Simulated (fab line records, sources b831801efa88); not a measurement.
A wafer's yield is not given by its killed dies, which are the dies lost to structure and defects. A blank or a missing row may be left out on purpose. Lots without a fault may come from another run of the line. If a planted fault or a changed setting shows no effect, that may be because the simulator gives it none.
Lot-split experiment / flow sfq-line / route with 325 steps; 5 lots, 13 wafers read

THE SPLIT
At SFQ_TRILAYER_L0_BARC_OPEN_METAL_ETCH_010 (etches BARC in O2, target depth 125 nm, time 41.7 s), the setting icp-w was moved away from the recipe's 600 W on 7 of the 13 wafers read, by -11.7% to +4.6%. The other wafers ran this setting at the recipe's value.

Reading taken at the split's own step.

THE READING
KrF_of_TRILAYER_L0_LITHO_COAT_005.thk-nm (the simulator's own value, which no gauge read), in nm, at SFQ_TRILAYER_L0_BARC_OPEN_METAL_ETCH_010 (etches BARC in O2, target depth 125 nm, time 41.7 s). No usual value for it is given in the file. Across the 6 wafers here that went through the recipe, the average is 522.9 nm and the standard deviation 1.4 nm.

wafer=L075.1; tool, chamber at the split=rie-metal-02, 1; icp-w as run, W=627.7; against the recipe=+4.6%; KrF_of_TRILAYER_L0_LITHO_COAT_005.thk-nm, nm=519.7; against lot-mates on the recipe=no lot-mate on the recipe
wafer=L075.4; tool, chamber at the split=rie-metal-02, 0; icp-w as run, W=627.7; against the recipe=+4.6%; KrF_of_TRILAYER_L0_LITHO_COAT_005.thk-nm, nm=519.6; against lot-mates on the recipe=no lot-mate on the recipe
wafer=L076.2; tool, chamber at the split=rie-metal-04, 0; icp-w as run, W=559.2; against the recipe=-6.8%; KrF_of_TRILAYER_L0_LITHO_COAT_005.thk-nm, nm=526.9; against lot-mates on the recipe=+2.6
wafer=L076.4; tool, chamber at the split=rie-metal-04, 0; icp-w as run, W=559.2; against the recipe=-6.8%; KrF_of_TRILAYER_L0_LITHO_COAT_005.thk-nm, nm=528; against lot-mates on the recipe=+3.7
wafer=L076.6; tool, chamber at the split=rie-metal-04, 0; icp-w as run, W=600; against the recipe=recipe; KrF_of_TRILAYER_L0_LITHO_COAT_005.thk-nm, nm=524.3; against lot-mates on the recipe=-
wafer=L077.2; tool, chamber at the split=rie-metal-04, 1; icp-w as run, W=600; against the recipe=recipe; KrF_of_TRILAYER_L0_LITHO_COAT_005.thk-nm, nm=524; against lot-mates on the recipe=-
wafer=L077.5; tool, chamber at the split=rie-metal-04, 0; icp-w as run, W=529.9; against the recipe=-11.7%; KrF_of_TRILAYER_L0_LITHO_COAT_005.thk-nm, nm=528.9; against lot-mates on the recipe=+4.9
wafer=L077.6; tool, chamber at the split=rie-metal-04, 1; icp-w as run, W=529.9; against the recipe=-11.7%; KrF_of_TRILAYER_L0_LITHO_COAT_005.thk-nm, nm=528.8; against lot-mates on the recipe=+4.8
wafer=L081.3; tool, chamber at the split=rie-metal-04, 0; icp-w as run, W=600; against the recipe=recipe; KrF_of_TRILAYER_L0_LITHO_COAT_005.thk-nm, nm=524.2; against lot-mates on the recipe=-
wafer=L081.5; tool, chamber at the split=rie-metal-04, 1; icp-w as run, W=540.8; against the recipe=-9.9%; KrF_of_TRILAYER_L0_LITHO_COAT_005.thk-nm, nm=530.5; against lot-mates on the recipe=+6.3
wafer=L083.1; tool, chamber at the split=rie-metal-02, 0; icp-w as run, W=600; against the recipe=recipe; KrF_of_TRILAYER_L0_LITHO_COAT_005.thk-nm, nm=522.1; against lot-mates on the recipe=-
wafer=L083.3; tool, chamber at the split=rie-metal-02, 0; icp-w as run, W=600; against the recipe=recipe; KrF_of_TRILAYER_L0_LITHO_COAT_005.thk-nm, nm=521.9; against lot-mates on the recipe=-
wafer=L083.4; tool, chamber at the split=rie-metal-02, 1; icp-w as run, W=600; against the recipe=recipe; KrF_of_TRILAYER_L0_LITHO_COAT_005.thk-nm, nm=520.7; against lot-mates on the recipe=-

THE FIT
A straight line over all 13 wafers: KrF_of_TRILAYER_L0_LITHO_COAT_005.thk-nm changes by -0.611 nm for each +1% of icp-w; r = -0.94; the points scatter about the line by 1.3 nm.
The same after taking each lot's own level away (the mean of its wafers on the recipe; 11 wafers): -0.468 nm for each +1%; r = -0.96; scatter 0.77 nm.
According to that fit, moving icp-w by its largest amount changes the reading by 5.5 nm.
From 521.57 to 524.30 nm: that is the span of the lots' own levels, equal to 2.0 times the standard deviation above.
So the lot-to-lot level changes the slope: the two fits differ.
Check: with one of the wafers moved furthest among these (-11.7%) left out of the fit, the line predicts +5.76 nm for it against its lot-mates. Against them it came out at +4.9 nm.

THESE WAFERS: OTHER SPLITS
Note: prior to the reading, these wafers also went through further splits. Each is held against what the fit with the lots' levels taken away leaves over:
other split on the same wafers=SFQ_TRILAYER_L0_DEP_SPUTTER_003 time-s; wafers away from the commonest value=0; r with KrF_of_TRILAYER_L0_LITHO_COAT_005.thk-nm (lot level and that fit taken away)=-
other split on the same wafers=SFQ_TRILAYER_L0_LITHO_COAT_010 resist-thk-nm; wafers away from the commonest value=4; r with KrF_of_TRILAYER_L0_LITHO_COAT_005.thk-nm (lot level and that fit taken away)=+0.02

THE WHOLE CHAIN: every reading that the file lists as answering this split, in the file's order
step=SFQ_TRILAYER_L0_BARC_OPEN_METAL_ETCH_010; what it does=etches BARC in O2, target depth 125 nm, time 41.7 s; reading=KrF_of_TRILAYER_L0_LITHO_COAT_005.thk-nm (the simulator's own value, which no gauge read); change (the file's fit)=-0.487 nm for each +1% of the setting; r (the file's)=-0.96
step=SFQ_TRILAYER_L0_BARC_OPEN_METAL_ETCH_010; what it does=etches BARC in O2, target depth 125 nm, time 41.7 s; reading=etch.depth-nm (the simulator's own value, which no gauge read); change (the file's fit)=not straight: 61.82 at the lowest setting, 62.02 at the recipe, 62.02 at the highest; r (the file's)=not given

FILE'S OWN FIT
KrF_of_TRILAYER_L0_LITHO_COAT_005.thk-nm changes by -0.487 nm for each +1% of icp-w, r = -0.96.
